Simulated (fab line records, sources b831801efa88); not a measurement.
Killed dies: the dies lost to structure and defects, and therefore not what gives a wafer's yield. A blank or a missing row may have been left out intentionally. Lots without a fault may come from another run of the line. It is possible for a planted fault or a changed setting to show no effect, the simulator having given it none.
Commonality check across tools	flow sky130	Sampled: 13 lots, 39 wafers

== REASON IT WAS OPENED ==
Of 13 lots, 3 have the reading POLY_GATE_CVD_00_THK flagged at SKY_POLY_GATE_THK_MEAS_01. No-fault wafers: 179.7 nm, standard deviation 1.6.
Rule: a lot gets a flag if all its wafers with a number sit over 4 standard deviations from that mean, or if no wafer of it has a number. The rest of the lots are taken to be sound.

lot	measured	on	POLY_GATE_CVD_00_THK (nm), wafer by wafer	flag
L414	day 14 09:30	film metro-03	181.5 180.5 179.5	
L417	day 15 07:28	film metro-03	180.6 178.8 179.1	
L416	day 15 10:22	film metro-02	181.0 180.0 180.0	
L418	day 16 04:41	film metro-01	196.3 196.9 195.2	FLAGGED
L419	day 16 19:10	film metro-03	200.9 200.0 199.2	FLAGGED
L421	day 17 02:41	film metro-03	197.0 198.1 199.6	FLAGGED
L428	day 19 16:13	film metro-03	181.8 180.7 180.8	
L430	day 19 21:57	film metro-03	176.2 176.9 176.5	
L432	day 20 16:11	film metro-02	180.0 180.8 180.2	
L433	day 21 03:17	film metro-03	180.3 179.0 179.5	
L434	day 21 08:07	film metro-03	181.3 180.3 182.1	
L435	day 21 15:46	film metro-02	180.1 180.6 178.6	
L436	day 22 08:13	film metro-01	179.1 180.0 178.7	
The mean of the flagged lots' numbers is 198.1 nm, +18.4 nm from the usual (+12 standard deviations).

== WHICH TOOL EACH LOT WENT THROUGH ==
The record keeps 1 process step preceding the reading, out of 708 steps on the route. In each cell: the tool, then ch and the chambers that the sampled wafers went through, then the start.
lot	flag	SKY_POLY_GATE_CVD_00
L414		lpcvd-01 ch 1, day 14 08:18
L417		lpcvd-01 ch 0, day 15 06:16
L416		lpcvd-01 ch 1, day 15 09:10
L418	FLAGGED	lpcvd-01 ch 0, day 16 03:29
L419	FLAGGED	lpcvd-01 ch 1, day 16 17:22
L421	FLAGGED	lpcvd-01 ch 0, day 17 01:28
L428		lpcvd-01 ch 0, day 19 14:58
L430		lpcvd-01 ch 1, day 19 20:44
L432		lpcvd-01 ch 0, day 20 14:59
L433		lpcvd-01 ch 1, day 21 02:05
L434		lpcvd-01 ch 0, day 21 06:53
L435		lpcvd-01 ch 0, day 21 14:34
L436		lpcvd-01 ch 0, day 22 07:01
What is done by these steps:
- SKY_POLY_GATE_CVD_00: deposits poly-Si, target thk 180 nm, time 720 s.
- SKY_POLY_GATE_THK_MEAS_01

== FLAGGED OVER TOTAL, TOOL BY TOOL (the gauges that took the reading come last) ==
step	tool	lots run	flagged	share of the flagged lots	sound lots run after its first flagged lot
SKY_POLY_GATE_CVD_00	lpcvd-01	13	3	all	7 (L428,L430,L432,L433,L434,L435,L436)
SKY_POLY_GATE_THK_MEAS_01	film metro-01	2	1	some	1 (L436)
SKY_POLY_GATE_THK_MEAS_01	film metro-02	3	0	none	-
SKY_POLY_GATE_THK_MEAS_01	film metro-03	8	2	some	4 (L428,L430,L433,L434)

== THE TABLE: WHAT IT ALLOWS ==
1 row of the table ran every flagged lot: lpcvd-01 at SKY_POLY_GATE_CVD_00.
- lpcvd-01 at SKY_POLY_GATE_CVD_00 ran 13 lots, 3 of them flagged. After the first flagged lot (L428, L430, L432, L433, L434, L435, L436), sound lots still ran on it; a lasting fault on the whole tool would not permit that. Its own readings lie more than 4 standard deviations out on every wafer of the flagged lots: pressure mtorr.
None of the table's rows ran every flagged lot and, after the first, no sound lot.

== WHAT THE SIMULATOR PUT IN ==
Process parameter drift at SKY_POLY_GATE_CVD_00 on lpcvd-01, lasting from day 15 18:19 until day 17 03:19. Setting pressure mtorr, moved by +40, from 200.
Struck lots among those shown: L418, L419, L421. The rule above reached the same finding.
